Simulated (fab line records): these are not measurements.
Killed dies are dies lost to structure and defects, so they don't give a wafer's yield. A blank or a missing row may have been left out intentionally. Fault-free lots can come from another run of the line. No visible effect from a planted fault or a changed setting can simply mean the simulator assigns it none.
Which tool did it?	flow gf180mcu	72 wafers from 24 lots sampled at 6 of the route's 602 steps

## WHAT THE GAUGES READ, wafer by wafer
GF_V4_THK_MEAS_25: measures by xrf. Usual: V4_W_THK typically reads 358 nm, with standard deviation 6.2.
lot	measured	on	V4_W_THK (nm)	flag
L074	day 24 17:21	filmMetro-04	360 366 348	
L075	day 24 17:22	filmMetro-01	351 350 363	
L076	day 25 02:32	filmMetro-04	355 366 353	
L077	day 25 11:11	filmMetro-04	354 368 365	
L078	day 25 19:28	filmMetro-02	355 352 348	
L080	day 26 15:24	filmMetro-02	354 359 356	
L079	day 26 17:17	filmMetro-02	365 361 359	
L081	day 27 00:04	filmMetro-04	361 350 366	
L082	day 27 04:14	filmMetro-02	345 344 344	
L083	day 27 19:25	filmMetro-01	366 366 358	
L084	day 28 02:07	filmMetro-04	357 353 366	
L085	day 28 09:11	filmMetro-01	358 358 358	
L086	day 28 15:08	filmMetro-04	367 359 370	
L087	day 29 00:33	filmMetro-01	354 367 355	
L088	day 29 02:08	filmMetro-04	359 361 365	
L089	day 29 14:04	filmMetro-04	354 360 359	
L090	day 30 00:04	filmMetro-02	351 357 353	
L091	day 30 05:51	filmMetro-01	360 357 350	
L092	day 30 10:35	filmMetro-01	343 354 363	
L094	day 30 15:06	filmMetro-01	359 354 366	
L093	day 30 20:23	filmMetro-01	359 347 360	
L095	day 31 01:19	filmMetro-02	359 348 357	
L096	day 31 09:37	filmMetro-04	358 359 372	
L097	day 31 11:56	filmMetro-04	363 362 367	

GF_PASSIVATION_BOW_MEAS_14. Usual: PASSIVATION_BOW typically reads 137 um, with standard deviation 9.9.
lot	measured	on	PASSIVATION_BOW (um)	flag
L074	day 29 06:41	filmMetro-02	151 138 141	
L075	day 29 08:11	filmMetro-04	141 145 146	
L076	day 29 15:05	filmMetro-02	127 122 126	
L077	day 29 22:28	filmMetro-04	129 152 139	
L078	day 30 05:42	filmMetro-04	141 154 154	
L080	day 30 23:26	filmMetro-01	132 129 130	
L079	day 31 00:55	filmMetro-02	129 139 132	
L081	day 31 07:21	filmMetro-02	126 140 146	
L082	day 31 09:43	filmMetro-01	141 138 137	
L083	day 32 00:04	filmMetro-02	147 150 160	
L084	day 32 03:52	filmMetro-02	136 134 137	
L085	day 32 12:07	filmMetro-01	140 131 120	
L086	day 32 16:56	filmMetro-02	117 125 119	
L087	day 33 00:57	filmMetro-01	134 117 123	
L088	day 33 02:29	filmMetro-01	149 145 143	
L089	day 33 12:40	filmMetro-02	129 134 143	
L090	day 33 22:11	filmMetro-02	143 140 155	
L091	day 34 02:16	filmMetro-02	136 137 128	
L092	day 34 06:19	filmMetro-01	122 125 122	
L094	day 34 10:10	filmMetro-02	150 133 148	
L093	day 34 13:29	filmMetro-01	149 138 153	
L095	day 34 17:05	filmMetro-04	134 124 131	
L096	day 35 01:17	filmMetro-02	139 147 145	
L097	day 35 03:05	filmMetro-04	143 134 128	

## WHAT TOOL EACH LOT RAN ON (gives the tool, then ch and the chambers of the sampled wafers, and finally the start)
lot	GF_M4_SPUTTER_02	GF_V4_CMP_04	GF_V4_STRIP_18	GF_PASSIVATION_STRIP_12
L074	pvdSputter-04, day 22 15:41	cmp-02 ch 0,1, day 23 16:00	plasmaAsher-01 ch 0,1, day 24 15:03	plasmaAsher-03 ch 0,1, day 29 05:04
L075	pvdSputter-04, day 22 17:42	cmp-02 ch 1,2,3, day 23 17:47	plasmaAsher-01 ch 0,1, day 24 16:29	plasmaAsher-01 ch 0,1, day 29 06:29
L076	pvdSputter-03, day 23 03:16	cmp-02 ch 0,1, day 24 02:50	plasmaAsher-04 ch 0,1, day 25 01:39	plasmaAsher-02 ch 0,1, day 29 13:29
L077	pvdSputter-03, day 23 11:04	cmp-02 ch 1,2,3, day 24 11:45	plasmaAsher-03 ch 0,1, day 25 10:18	plasmaAsher-02 ch 0,1, day 29 20:52
L078	pvdSputter-04, day 23 20:51	cmp-02 ch 0,2, day 24 20:17	plasmaAsher-01 ch 0, day 25 18:34	plasmaAsher-02 ch 1, day 30 04:05
L080	pvdSputter-04, day 24 18:08	cmp-02 ch 0,2,3, day 25 16:52	plasmaAsher-01 ch 0,1, day 26 14:33	plasmaAsher-03 ch 0,1, day 30 21:50
L079	pvdSputter-01, day 24 19:44	cmp-01 ch 0,3, day 25 18:41	plasmaAsher-04 ch 0,1, day 26 16:25	plasmaAsher-03 ch 0,1, day 30 22:45
L081	pvdSputter-04, day 25 03:21	cmp-01 ch 2,3, day 26 02:05	plasmaAsher-03 ch 0,1, day 26 23:13	plasmaAsher-02 ch 0,1, day 31 05:45
L082	pvdSputter-01, day 25 07:20	cmp-02 ch 0,2, day 26 05:53	plasmaAsher-03 ch 1, day 27 03:22	plasmaAsher-02 ch 0,1, day 31 08:06
L083	pvdSputter-04, day 25 23:44	cmp-02 ch 1,2,3, day 26 21:56	plasmaAsher-03 ch 0,1, day 27 18:30	plasmaAsher-02 ch 0,1, day 31 22:27
L084	pvdSputter-01, day 26 07:25	cmp-02 ch 0,1,3, day 27 04:58	plasmaAsher-04 ch 0,1, day 28 01:15	plasmaAsher-02 ch 0,1, day 32 02:16
L085	pvdSputter-01, day 26 14:26	cmp-01 ch 0,1,2, day 27 11:53	plasmaAsher-01 ch 0,1, day 28 08:20	plasmaAsher-01 ch 0, day 32 10:31
L086	pvdSputter-03, day 26 19:59	cmp-02 ch 0,3, day 27 17:18	plasmaAsher-03 ch 0,1, day 28 14:08	plasmaAsher-02 ch 0,1, day 32 15:20
L087	pvdSputter-01, day 27 06:52	cmp-02 ch 0,1, day 28 03:49	plasmaAsher-01 ch 0,1, day 28 23:34	plasmaAsher-01 ch 0,1, day 32 23:21
L088	pvdSputter-03, day 27 08:20	cmp-02 ch 0,2,3, day 28 05:27	plasmaAsher-01 ch 0,1, day 29 00:56	plasmaAsher-02 ch 0,1, day 33 00:32
L089	pvdSputter-03, day 27 20:14	cmp-01 ch 0,3, day 28 17:19	plasmaAsher-04 ch 0,1, day 29 13:10	plasmaAsher-03 ch 0,1, day 33 11:04
L090	pvdSputter-04, day 28 06:50	cmp-01 ch 0,3, day 29 03:35	plasmaAsher-04 ch 0,1, day 29 23:13	plasmaAsher-01 ch 0,1, day 33 20:35
L091	pvdSputter-04, day 28 12:48	cmp-01 ch 1,2,3, day 29 09:29	plasmaAsher-04 ch 0,1, day 30 04:59	plasmaAsher-03 ch 0,1, day 34 00:38
L092	pvdSputter-01, day 28 18:12	cmp-02 ch 1,2, day 29 14:38	plasmaAsher-01 ch 0,1, day 30 09:44	plasmaAsher-01 ch 0,1, day 34 04:43
L094	pvdSputter-01, day 28 23:11	cmp-02 ch 0,3, day 29 19:13	plasmaAsher-01 ch 0,1, day 30 14:14	plasmaAsher-03 ch 0,1, day 34 08:33
L093	pvdSputter-04, day 29 04:19	cmp-02 ch 1,2, day 30 00:05	plasmaAsher-04 ch 0,1, day 30 19:29	plasmaAsher-01 ch 0,1, day 34 11:53
L095	pvdSputter-04, day 29 09:52	cmp-02 ch 1,2,3, day 30 05:44	plasmaAsher-03 ch 0,1, day 31 00:24	plasmaAsher-02 ch 0,1, day 34 15:28
L096	pvdSputter-01, day 29 18:05	cmp-02 ch 0,3, day 30 14:01	plasmaAsher-03 ch 0,1, day 31 08:45	plasmaAsher-02 ch 0,1, day 34 23:41
L097	pvdSputter-03, day 29 21:29	cmp-02 ch 0,1,2, day 30 16:17	plasmaAsher-03 ch 0,1, day 31 10:58	plasmaAsher-01 ch 1, day 35 01:30
- GF_M4_SPUTTER_02: material AlCu, target thk 450 nm, time 23.9 s.
- GF_V4_CMP_04: polishes SiO2.
- GF_V4_STRIP_18: strips in O2/N2.
- GF_PASSIVATION_STRIP_12: strips in O2/N2.

## AS READ BY THE TOOLS THEMSELVES (means over the sampled wafers that have a number; for cases with no such wafer, the mark the record gives instead)
GF_M4_SPUTTER_02. Usual: throttleValvePct at 30.8 %, with a standard deviation of 0.84.
lot	tool	throttleValvePct (%)	flag
L074	pvdSputter-04	30.7	
L075	pvdSputter-04	30.8	
L076	pvdSputter-03	30.5	
L077	pvdSputter-03	30.5	
L078	pvdSputter-04	30.7	
L080	pvdSputter-04	30.8	
L079	pvdSputter-01	30.7	
L081	pvdSputter-04	31.1	
L082	pvdSputter-01	32.2	
L083	pvdSputter-04	30.9	
L084	pvdSputter-01	30.5	
L085	pvdSputter-01	31.4	
L086	pvdSputter-03	29.7	
L087	pvdSputter-01	30.7	
L088	pvdSputter-03	29.7	
L089	pvdSputter-03	30.3	
L090	pvdSputter-04	30.8	
L091	pvdSputter-04	30.8	
L092	pvdSputter-01	32.0	
L094	pvdSputter-01	31.3	
L093	pvdSputter-04	30.9	
L095	pvdSputter-04	30.9	
L096	pvdSputter-01	32.0	
L097	pvdSputter-03	31.2	

GF_V4_CMP_04. Usual: edgeZonePressureFrac 1.000, standard deviation 0.0047; motorCurrentA 12.1 A, standard deviation 1.5; timeToEndpointS 81 s, standard deviation 5.4.
lot	tool	edgeZonePressureFrac	motorCurrentA (A)	timeToEndpointS (s)	flag
L074	cmp-02	0.997	12.7	80	
L075	cmp-02	1.003	11.5	82	
L076	cmp-02	1.002	12.7	78	
L077	cmp-02	0.998	11.2	86	
L078	cmp-02	0.999	12.2	81	
L080	cmp-02	1.001	12.5	77	
L079	cmp-01	1.005	12.5	83	
L081	cmp-01	0.996	12.3	78	
L082	cmp-02	1.000	12.9	79	
L083	cmp-02	1.002	11.3	84	
L084	cmp-02	1.001	12.2	82	
L085	cmp-01	0.998	11.4	85	
L086	cmp-02	1.000	13.3	78	
L087	cmp-02	1.000	12.9	82	
L088	cmp-02	1.004	12.5	80	
L089	cmp-01	0.998	12.6	82	
L090	cmp-01	0.997	12.7	79	
L091	cmp-01	0.998	12.8	85	
L092	cmp-02	0.996	11.0	85	
L094	cmp-02	0.997	13.7	81	
L093	cmp-02	1.008	10.4	89	
L095	cmp-02	1.000	11.3	84	
L096	cmp-02	1.000	13.2	81	
L097	cmp-02	1.001	11.8	81	

GF_V4_STRIP_18. Usual: drypumpMotorCurrentA 5.6 A, standard deviation 0.55; heaterPowerW 355 W, standard deviation 37; oesProductAu 0.593 a.u., standard deviation 0.0051.
lot	tool	drypumpMotorCurrentA (A)	heaterPowerW (W)	oesProductAu (a.u.)	flag
L074	plasmaAsher-01	5.8	347	0.593	
L075	plasmaAsher-01	5.8	347	0.592	
L076	plasmaAsher-04	5.8	407	0.588	
L077	plasmaAsher-03	5.6	323	0.598	
L078	plasmaAsher-01	6.1	351	0.592	
L080	plasmaAsher-01	5.9	346	0.593	
L079	plasmaAsher-04	5.8	414	0.594	
L081	plasmaAsher-03	5.1	314	0.588	
L082	plasmaAsher-03	4.7	307	0.598	
L083	plasmaAsher-03	5.1	314	0.595	
L084	plasmaAsher-04	5.8	409	0.596	
L085	plasmaAsher-01	5.8	350	0.591	
L086	plasmaAsher-03	5.5	329	0.594	
L087	plasmaAsher-01	5.9	341	0.594	
L088	plasmaAsher-01	5.9	343	0.592	
L089	plasmaAsher-04	5.8	411	0.595	
L090	plasmaAsher-04	5.3	395	0.595	
L091	plasmaAsher-04	5.3	393	0.588	
L092	plasmaAsher-01	5.8	346	0.593	
L094	plasmaAsher-01	5.8	343	0.590	
L093	plasmaAsher-04	5.8	412	0.587	
L095	plasmaAsher-03	5.5	332	0.594	
L096	plasmaAsher-03	5.1	315	0.595	
L097	plasmaAsher-03	5.5	330	0.596	

GF_PASSIVATION_STRIP_12. Usual: drypumpMotorCurrentA 5.6 A, standard deviation 0.5; heaterPowerW 350 W, standard deviation 27; oesProductAu 0.719 a.u., standard deviation 0.0044; stripTimeToEndpointS 33.04 s, standard deviation 0.24.
lot	tool	drypumpMotorCurrentA (A)	heaterPowerW (W)	oesProductAu (a.u.)	stripTimeToEndpointS (s)	flag
L074	plasmaAsher-03	5.1	320	0.717	32.77	
L075	plasmaAsher-01	6.0	347	0.721	33.23	
L076	plasmaAsher-02	5.5	360	0.720	33.23	
L077	plasmaAsher-02	5.4	358	0.722	32.85	
L078	plasmaAsher-02	5.1	345	0.715	32.58	
L080	plasmaAsher-03	5.5	332	0.715	33.13	
L079	plasmaAsher-03	5.5	326	0.720	32.89	
L081	plasmaAsher-02	5.4	364	0.718	33.07	
L082	plasmaAsher-02	5.8	380	0.720	33.06	
L083	plasmaAsher-02	5.8	371	0.718	32.92	
L084	plasmaAsher-02	5.4	352	0.719	32.65	
L085	plasmaAsher-01	6.1	350	0.722	33.20	
L086	plasmaAsher-02	5.4	360	0.718	33.05	
L087	plasmaAsher-01	6.0	347	0.721	33.06	
L088	plasmaAsher-02	5.8	377	0.717	33.26	
L089	plasmaAsher-03	5.5	330	0.723	33.18	
L090	plasmaAsher-01	5.9	343	0.716	33.06	
L091	plasmaAsher-03	5.5	328	0.718	32.87	
L092	plasmaAsher-01	5.8	349	0.724	33.28	
L094	plasmaAsher-03	5.5	328	0.721	33.13	
L093	plasmaAsher-01	5.9	348	0.714	32.93	
L095	plasmaAsher-02	5.5	363	0.719	32.94	
L096	plasmaAsher-02	5.5	351	0.720	33.20	
L097	plasmaAsher-01	5.7	343	0.719	33.10	

## THE ANSWER, worked out from the rows above alone
Rule: a lot counts as off when the mean over its wafers that have a number is more than 3 standard deviations away from the usual mean. A lot without any number at a reading at which 4 lots or more have one is off too. Any other lot the step has rows for is counted as sound. Order of review: gauges by route order, followed by the tools' own readings, for which a lot's mean as printed above is used. The first step at which some lot is off is used, and at that step the reading that is off furthest; a lot without a number counts as furthest.
No lot is off at any reading shown: from this, nothing can be told.

## WHAT WAS PUT IN BY THE SIMULATOR
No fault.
